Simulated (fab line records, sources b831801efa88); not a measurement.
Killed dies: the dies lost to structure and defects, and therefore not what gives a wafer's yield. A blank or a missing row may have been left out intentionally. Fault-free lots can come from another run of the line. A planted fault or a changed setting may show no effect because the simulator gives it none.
Which tool did it? + flow sky130 + 6 lots with 18 wafers sampled at 3 steps, on a route of 708 steps

WHAT THE GAUGES SHOWED, per wafer
SKY_LOCAL_INTERCONNECT_THK_MEAS_02: measures by xrf.
| lot  | measured     | on            | LOCAL_INTERCONNECT_TIN_THK (nm) |
|------|--------------|---------------|---------------------------------|
| L487 | day 31 04:22 | film-metro-04 | 102.5 101.4 101.9               |
| L489 | day 31 14:26 | film-metro-04 | 102.2 102.1 102.8               |
| L490 | day 32 12:22 | film-metro-04 | 102.9 101.8 101.8               |
| L498 | day 34 14:18 | film-metro-01 | 100.8 98.8 100.4                |
| L501 | day 35 08:40 | film-metro-01 | 103.6 103.0 103.8               |
| L504 | day 36 08:41 | film-metro-01 | 102.4 103.1 103.4               |

TOOL THAT RAN EACH LOT (tool first, then ch and the chambers of the sampled wafers, then the start)
| lot  | SKY_SD_N_IMPLANT_09             | SKY_SD_N_STRIP_11                    |
|------|---------------------------------|--------------------------------------|
| L487 | implanter-01 ch 0, day 29 22:52 | plasma-asher-01 ch 0,1, day 29 23:10 |
| L489 | implanter-03 ch 0, day 30 08:28 | plasma-asher-04 ch 0,1, day 30 08:46 |
| L490 | implanter-03 ch 0, day 31 06:23 | plasma-asher-03 ch 0,1, day 31 06:41 |
| L498 | implanter-03 ch 0, day 33 08:37 | plasma-asher-04 ch 0,1, day 33 08:55 |
| L501 | implanter-01 ch 0, day 34 02:58 | plasma-asher-01 ch 0,1, day 34 03:16 |
| L504 | implanter-01 ch 0, day 35 02:45 | plasma-asher-04 ch 1, day 35 03:01   |
- SKY_SD_N_IMPLANT_09
- SKY_SD_N_STRIP_11: strips in O2/N2.

THE ANSWER, worked out from the rows above alone
Rule: what is usual is taken from the lots themselves. The widest of any qualifying gaps counts: lots, ordered by their means at a reading, are off when they make up no more than a third of the lots, leave a main group of 4 or more, and stand apart from it by 3 or more times the standard deviation of that group's means. A main group is skipped when, at the precision printed for the reading in the tables above, its means are all equal. A lot without any number at a reading at which 4 lots or more have one is off too. Any other lot the step has rows for is counted as sound.
Off: at SKY_LOCAL_INTERCONNECT_THK_MEAS_02 (LOCAL_INTERCONNECT_TIN_THK), L498. Main group: mean 102.6 nm, sd 0.56.
A tool fits if, at a process step before that reading, it ran every lot that is off, and no sound lot after the first of them. Gauges at SKY_LOCAL_INTERCONNECT_THK_MEAS_02: tried the same way as those tools. One fits: SKY_SD_N_IMPLANT_09 on implanter-03. A fault onset in the window from L490 (day 31 06:23, its last sound lot) to L498 (day 33 08:37, its first lot off) fits.

WHAT THE SIMULATOR HAD PUT IN
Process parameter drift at SKY_SD_N_IMPLANT_09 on implanter-03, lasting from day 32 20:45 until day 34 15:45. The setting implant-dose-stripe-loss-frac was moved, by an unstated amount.
Struck lots among those shown: L498. Same finding as the rule above.
